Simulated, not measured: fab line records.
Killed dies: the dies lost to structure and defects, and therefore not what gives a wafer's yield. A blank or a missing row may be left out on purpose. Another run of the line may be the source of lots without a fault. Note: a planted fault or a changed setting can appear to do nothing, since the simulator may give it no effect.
A lot that was struck, set against a sound lot    flow sky130    32 steps out of a route of 708
Sound: these wafers, L163.1, L163.2, L163.5. Wafers struck: L166.1, L166.3, L166.6. The cause is given at the end.
For every step that has rows: the tool of each side, followed by ch and its chambers, followed by its first start. Under that, the readings that differ: sound wafers    struck wafers    difference of the means    sigmas: that difference in standard deviations of wafers without a fault.
alike: readings whose means differ by less than 2 such deviations, and words and numbers that are the same on both sides. not compared: withheld readings, readings that some wafer has no value for, bounds like >300 that may hide the same value, and numbers for which the record gives no deviation and whose values overlap.
The two part at a step that has a row with sigmas, a row that says differs or no value, or rows on one side only. Numbers that have no deviation but don't overlap get no sigmas and don't part them. Lack of a reading on every wafer of one side parts them only where that side has two or more wafers.

SKY_PWDE_OVL_MEAS_07:
  struck on overlay-02, day 4 13:20; sound on overlay-01, day 4 00:57
  alike: PWDE_OVL
after that, 1 step had no rows for these wafers: SKY_PWDE_IMPLANT_08.
SKY_PWDE_STRIP_09: strips in O2/N2.
  sound on plasma_asher-04 ch 0,1, day 4 01:08; struck on plasma_asher-01 ch 0,1, day 4 13:41
reading                       sound              struck             difference  sigmas
strip_time_to_endpoint_s (s)  36.98 37.08 36.98  36.68 36.67 36.73  -0.32       -3
  alike: chamber_pressure_mTorr, drypump_motor_current_A, oes_product_au
  not compared: rf_hours_counter_h
SKY_PWDE_TW_MEAS_10:
  struck on film_metro-03, day 4 13:47; sound on film_metro-01, day 4 01:14
reading  sound              struck             difference  sigmas
PWDE_TW  373.3 371.7 371.6  381.7 379.7 378.8  +7.9        +3
then, 7 steps without rows for these wafers: SKY_NWELL_DEHYDRATE_03 (time 60 s); SKY_NWELL_HMDS_04 (prime time 60 s); SKY_NWELL_COAT_05 (resist thk 3000 nm); SKY_NWELL_SOFTBAKE_06; SKY_NWELL_EXPOSE_07 (exposes mask NWM, target cd 840 nm); SKY_NWELL_PEB_08; SKY_NWELL_DEVELOP_09 (develop time 60 s).
SKY_NWELL_OVL_MEAS_10:
  struck on overlay-02, day 5 07:27; sound on overlay-02, day 4 18:05
  alike: NWELL_00_OVL
SKY_NWELL_IMPLANT_11:
  sound on implanter-02 ch 0, day 4 18:07; struck on implanter-02 ch 0, day 5 07:29
reading             sound              struck             difference  sigmas
beam_on_s (s)       10.30 9.96 9.89    7.96 7.57 7.57     -2.35       -11
faraday_current_uA  104.2 107.7 107.5  134.8 141.3 141.9  +32.9       +14
  alike: beam_energy_keV
then, 2 steps without rows for these wafers: SKY_NWELL_IMPLANT_12; SKY_NWELL_IMPLANT_13.
SKY_NWELL_STRIP_14: strips in O2/N2.
  sound on plasma_asher-01 ch 0,1, day 4 18:34; struck on plasma_asher-01 ch 0,1, day 5 07:56
  alike: chamber_pressure_mTorr, drypump_motor_current_A, oes_product_au, strip_time_to_endpoint_s
  not compared: rf_hours_counter_h
SKY_NWELL_TW_MEAS_15:
  struck on film_metro-03, day 5 08:02; sound on film_metro-01, day 4 18:40
reading   sound           struck          difference  sigmas
NWELL_TW  1810 1810 1817  1708 1702 1711  -105        -7
then, 7 steps without rows for these wafers: SKY_NWELL_DEHYDRATE_16 (time 60 s); SKY_NWELL_HMDS_17 (prime time 60 s); SKY_NWELL_COAT_18 (resist thk 3000 nm); SKY_NWELL_SOFTBAKE_19; SKY_NWELL_EXPOSE_20 (exposes mask NWM COMPLEMENT, target cd 840 nm); SKY_NWELL_PEB_21; SKY_NWELL_DEVELOP_22 (develop time 60 s).
SKY_NWELL_OVL_MEAS_23:
  struck on overlay-02, day 6 01:33; sound on overlay-01, day 5 11:33
  alike: NWELL_01_OVL
after that, 1 step had no rows for these wafers: SKY_NWELL_IMPLANT_24.
SKY_NWELL_STRIP_25: strips in O2/N2.
  sound on plasma_asher-03 ch 0,1, day 5 11:44; struck on plasma_asher-03 ch 1, day 6 01:44
  alike: chamber_pressure_mTorr, drypump_motor_current_A, oes_product_au, strip_time_to_endpoint_s
  not compared: rf_hours_counter_h
SKY_NWELL_TW_MEAS_26:
  struck on film_metro-03, day 6 01:50; sound on film_metro-03, day 5 11:50
  alike: NWELL_2_TW
then, 1 step without rows for these wafers: SKY_NWELL_CLEAN_27 (cleans in SC1/SC2, time 150 s).
SKY_NWELL_RTA_28: time 30 s.
  sound on rtp_anneal-02 ch 0, day 5 11:57; struck on rtp_anneal-02 ch 0, day 6 01:57
  alike: lamp_power_pct, ramp_down_c_per_s, wafer_temp_C_max
SKY_NWELL_RS_MEAS_29: the measuring method here is four-point-probe.
  struck on film_metro-01, day 6 02:03; sound on film_metro-02, day 5 12:03
reading            sound              struck             difference  sigmas
NWELL_RS (ohm/sq)  625.3 625.9 626.5  717.6 719.5 716.4  +91.9       +54
-- the record jumps here: 40 days lie between the struck wafers' starts before and after (it left off in module NWELL and takes up again in module PAD_OPEN, whose first step shown is number 708 of the route) --
SKY_PAD_OPEN_PROBE_99:
  struck on prober-01, day 46 12:07; sound on prober-02, day 46 00:03
reading                                  sound                          struck                         difference  sigmas
model.etest.nfet_16v.r_on_ohm_um         1.422e+04 1.411e+04 1.421e+04  1.499e+04 1.506e+04 1.508e+04  +8.633e+02  
model.etest.res_nwell.line_ohm_um        1057 1066 1068                 1434 1424 1431                 +366        
model.etest.res_nwell.rs_ohm_sq          887.9 885.4 900.6              1163 1170 1165                 +275        
model.etest.res_iso_pwell.width_nm (nm)  2660 2652 2643                 2668 2661 2683                 +19         
model.etest.res_nwell.width_nm (nm)      838.4 843.4 845.4              811.8 813.9 814                -29.2       
model.etest.field_p.vt_v (V)             -38.84 -38.72 -39.53           -37.6 -37.91 -38.06            +1.2        
  alike: killed_at_M0_to_M3, killed_at_M4_up, killed_at_contacts, killed_at_front_end, killed_at_other, killed_dies, killed_open, killed_short
  not compared: model.etest.tip_p_5v.rs_ohm_sq, model.etest.pfet_16v.drive_ua_um

== WHERE THEY PART ==
Last at SKY_NWELL_RS_MEAS_29 as far as this record goes, first at SKY_PWDE_STRIP_09. Later steps at which nothing parts them and some readings are alike: SKY_PAD_OPEN_PROBE_99.

WHY: the cause the simulator had injected
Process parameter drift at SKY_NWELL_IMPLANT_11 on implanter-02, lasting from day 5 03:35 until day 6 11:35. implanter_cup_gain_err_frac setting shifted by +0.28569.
